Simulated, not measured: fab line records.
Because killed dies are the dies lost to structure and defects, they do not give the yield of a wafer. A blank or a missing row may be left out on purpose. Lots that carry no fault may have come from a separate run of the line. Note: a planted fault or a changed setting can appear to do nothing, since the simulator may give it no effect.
Matching of chambers -- flow gf180mcu -- 4 sister chambers for GF_STI_CMP_25 on cmp-02
The step polishes, stops on Si3N4, t overpolish 33 s, target thk 524.6 nm. 16 wafers are shown with their chamber, then 8 later ones without.

== WAFERS PAIRED WITH THEIR CHAMBERS ==
wafer,chamber,motor current A (A),time to endpoint s (s)
L624.3,3,11.3,119
L624.4,2,13.5,123
L624.5,2,12.7,117
L626.1,0,11.7,127
L626.2,1,12.7,123
L626.6,3,11.0,116
L629.1,3,10.6,122
L629.5,3,10.5,123
L629.6,2,12.3,125
L630.2,1,12.9,128
L630.3,0,11.6,127
L630.4,3,10.6,123
L631.1,3,10.7,125
L631.4,0,11.9,127
L631.6,3,11.2,122
L635.2,2,12.6,118

SIGNATURES (averages over the wafers above)
reading,chamber 0,chamber 1,chamber 2,chamber 3,scatter within a chamber
motor current A,11.733,12.800,12.775,10.843,0.35
time to endpoint s,127.00,125.50,120.75,121.43,3.04
Rule: a wafer lies at a distance from a chamber equal to the root of the sum of squares, over the readings, of (its reading less the chamber's mean, divided by the reading's scatter). If the next closest chamber is less than 2 further off than the closest, the wafer can't be placed; otherwise it belongs to the closest. The scatter: the root of (the sum of the squares of (reading less its chamber's mean) over the shown wafers, divided by (wafers less chambers)).

== WAFERS WHOSE CHAMBER IS MISSING ==
wafer,motor current A (A),time to endpoint s (s)
L635.4,10.4,111
L635.5,12.6,124
L643.1,13.0,114
L643.2,10.6,119
L643.4,11.2,121
L647.1,11.2,120
L647.2,13.1,130
L647.6,13.0,125

== THE CHAMBER EACH PASSED THROUGH ==
wafer,from the rows above,in truth
L635.4,3,3
L635.5,can't be placed: 1 or 2 or 0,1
L643.1,can't be placed: 2 or 1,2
L643.2,3,3
L643.4,can't be placed: 3 or 0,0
L647.1,can't be placed: 3 or 0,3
L647.2,can't be placed: 1 or 2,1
L647.6,can't be placed: 1 or 2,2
Correct placement for 2 of the 8. Unplaceable from these rows: 6, with the true chamber sitting among the candidates in 6. Placed wrongly: 0.
